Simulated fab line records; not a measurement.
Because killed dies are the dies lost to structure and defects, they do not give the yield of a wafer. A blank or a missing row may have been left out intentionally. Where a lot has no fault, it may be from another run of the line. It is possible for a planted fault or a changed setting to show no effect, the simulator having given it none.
Which tool was responsible? :: flow gf180mcu :: 6 lots with 18 wafers sampled at 2 steps, on a route of 602 steps

WHAT THE GAUGES SHOWED, per wafer
GF_HV_LDD_CD_MEAS_46: target cd 400 nm.
lot: L379
measured: day 13 20:01
on: cd_sem-01
cd_nm (nm): 399.7 400.7 399.4

lot: L380
measured: day 14 14:38
on: cd_sem-02
cd_nm (nm): 402.5 402.1 401.9

lot: L385
measured: day 15 20:08
on: cd_sem-02
cd_nm (nm): 476.4 475.0 478.9 476.7 475.3 479.0

lot: L387
measured: day 16 09:22
on: cd_sem-02
cd_nm (nm): 470.9 469.8 469.9 470.8 470.1 470.1

lot: L393
measured: day 18 06:58
on: cd_sem-02
cd_nm (nm): 398.2 398.3 398.7

lot: L397
measured: day 19 15:25
on: cd_sem-01
cd_nm (nm): 399.5 400.0 401.1

WHAT TOOL EACH LOT RAN ON (gives the tool, then ch and the chambers of the sampled wafers, and finally the start)
lot: L379
GF_HV_LDD_COAT_41: litho_track-03 ch 0, day 13 09:43

lot: L380
GF_HV_LDD_COAT_41: litho_track-01 ch 0, day 14 03:57

lot: L385
GF_HV_LDD_COAT_41: litho_track-03 ch 0, day 15 09:02

lot: L387
GF_HV_LDD_COAT_41: litho_track-03 ch 0, day 15 22:22

lot: L393
GF_HV_LDD_COAT_41: litho_track-01 ch 0, day 17 19:13

lot: L397
GF_HV_LDD_COAT_41: litho_track-04 ch 0, day 19 03:13
- GF_HV_LDD_COAT_41: resist thk 1000 nm.

THE ANSWER, worked out from the rows above alone
Rule: the usual values come from the lots themselves. The widest of any qualifying gaps counts: lots, ordered by their means at a reading, are off when they make up no more than a third of the lots, leave a main group of 4 or more, and stand apart from it by 3 or more times the standard deviation of that group's means. A main group whose means are all the same, to the digits that the tables above print for the reading, isn't used. Also off: a lot with no number at a reading for which 4 or more lots have one. Any other lot the step has rows for is counted as sound.
Off at GF_HV_LDD_CD_MEAS_46 (cd_nm): L385, L387. Main group: mean 400.2 nm, sd 1.3.
A tool fits if, at a process step before that reading, it ran every lot that is off, and no sound lot after the first of them. Those tools and the gauges at GF_HV_LDD_CD_MEAS_46 are tried in the same way. One fits: GF_HV_LDD_COAT_41 on litho_track-03. Its last sound lot is L379 (day 13 09:43), its first lot that is off L385 (day 15 09:02): a fault that began between those two fits.

WHAT HAD BEEN PUT IN BY THE SIMULATOR
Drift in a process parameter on litho_track-03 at GF_HV_LDD_COAT_41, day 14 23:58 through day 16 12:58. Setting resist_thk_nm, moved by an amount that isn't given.
Lots struck among those shown: L385, L387. The same result came from the rule above.
